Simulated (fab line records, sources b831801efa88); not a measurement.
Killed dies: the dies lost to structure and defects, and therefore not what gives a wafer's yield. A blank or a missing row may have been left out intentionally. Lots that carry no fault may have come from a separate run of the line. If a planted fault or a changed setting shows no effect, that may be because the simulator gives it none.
Chamber matching ; flow gf180mcu ; cmp-01 running GF_V3_CMP_04: 4 sister chambers
The step polishes SiO2. 4 wafers are shown with their chamber, then 9 later ones without.

## WAFERS WITH THEIR CHAMBER
wafer;chamber;motor-current-A (A)
L936.4;0;11.8
L936.5;1;10.2
L937.1;2;13.9
L937.6;3;11.8

## WAFERS WITH NO CHAMBER GIVEN
wafer;motor-current-A (A)
L944.1;14.0
L944.2;10.5
L944.5;11.4
L946.2;11.6
L946.4;11.3
L946.5;12.5
L947.2;11.6
L947.3;14.4
L947.6;10.5

## EACH ONE'S CHAMBER
wafer;from the rows above;in truth
L944.1;2;2
L944.2;1;1
L944.5;can't be placed: 0 or 3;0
L946.2;can't be placed: 0 or 3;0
L946.4;can't be placed: 0 or 3 or 1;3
L946.5;can't be placed: 0 or 3 or 2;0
L947.2;can't be placed: 0 or 3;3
L947.3;2;2
L947.6;1;1
Placed correctly: 4 of 9. From these rows, 5 cannot be placed; in 5 the true chamber is one of the candidates. Wrongly placed: 0.
How it was worked out, from the rows above alone: a wafer's distance from a chamber is the root of the sum, over the readings, of the square of ((its reading less the chamber's mean) divided by the reading's scatter). If the next closest chamber is less than 2 further off than the closest, the wafer can't be placed; otherwise it belongs to the closest. For every chamber, the mean is computed from those of its wafers that are shown. The scatter: root of mean squared gap, hidden wafer to nearest shown wafer, with one shown wafer a chamber.
